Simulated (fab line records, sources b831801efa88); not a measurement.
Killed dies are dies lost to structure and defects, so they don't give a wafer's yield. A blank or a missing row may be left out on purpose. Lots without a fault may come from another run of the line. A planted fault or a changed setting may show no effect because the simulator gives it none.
One fault seen from 2 desks | flow sky130 | each desk has only its own numbers; what lay behind them comes last

THE TOOL OWNER'S DESK: rie_diel-02
The tool's own readings at SKY_SPACER_ETCHBACK_02 (etches Si3N4 in CH3F/O2, stops on SiO2, time 46.7 s, target depth 45 nm): means of the sampled wafers that have a number, for each lot that ran on this tool. A lot is out of limits, marked OUT, if its mean lies more than 4 standard deviations from the usual mean; the brackets give that distance.
Columns: A = chamber_pressure_mTorr at SKY_SPACER_ETCHBACK_02, usual 25.000 mTorr; B = drypump_motor_current_A at SKY_SPACER_ETCHBACK_02, usual 5.7 A; C = oes_product_au at SKY_SPACER_ETCHBACK_02, usual 0.855 a.u.; D = throttle_valve_pct at SKY_SPACER_ETCHBACK_02, usual 10.562 %
lot  | first seen here | A      | B   | C     | D
L879 | day 22 17:45    | 24.998 | 5.4 | 0.862 | 10.570
L880 | day 23 04:49    | 24.991 | 5.5 | 0.851 | 10.559
L881 | day 23 18:31    | 25.005 | 5.6 | 0.847 | 10.558
L882 | day 23 21:46    | 24.995 | 5.7 | 0.850 | 10.563
L888 | day 26 08:31    | 24.995 | 5.5 | 0.855 | 10.553
L890 | day 27 19:46    | 24.999 | 6.0 | 0.855 | 10.564
L889 | day 27 20:59    | 25.013 | 5.8 | 0.850 | 10.559
L893 | day 28 02:59    | 25.010 | 5.8 | 0.855 | 10.562
L901 | day 30 19:49    | 25.001 | 5.6 | 0.851 | 10.564
This desk's finding: nothing out of limits on any of the 9 lots.

THE METROLOGY DESK
What the gauges read, lot by lot, whatever tool the lot ran on: means of the sampled wafers that have a number. A lot is out of limits, marked OUT, if its mean lies more than 4 standard deviations from the usual mean; the brackets give that distance.
Columns: A = cd_nm at SKY_CONTACT_CD_MEAS_14, usual 170.3 nm
lot  | first seen here | A
L879 | day 31 07:46    | 170.2
L880 | day 31 18:46    | 169.4
L881 | day 32 05:12    | 169.3
L882 | day 32 07:06    | 172.0
L883 | day 33 00:51    | 169.1
L886 | day 34 01:20    | 169.9
L888 | day 34 16:19    | 170.3
L890 | day 36 00:43    | 170.1
L889 | day 36 03:19    | 170.0
L893 | day 36 05:17    | 171.7
L901 | day 38 18:20    | 169.7
This desk's finding: nothing out of limits on any of the 11 lots.

PUT TOGETHER
The tool owner's desk saw nothing out of limits.
The metrology desk saw nothing out of limits.

WHAT THE SIMULATOR HAD PUT IN
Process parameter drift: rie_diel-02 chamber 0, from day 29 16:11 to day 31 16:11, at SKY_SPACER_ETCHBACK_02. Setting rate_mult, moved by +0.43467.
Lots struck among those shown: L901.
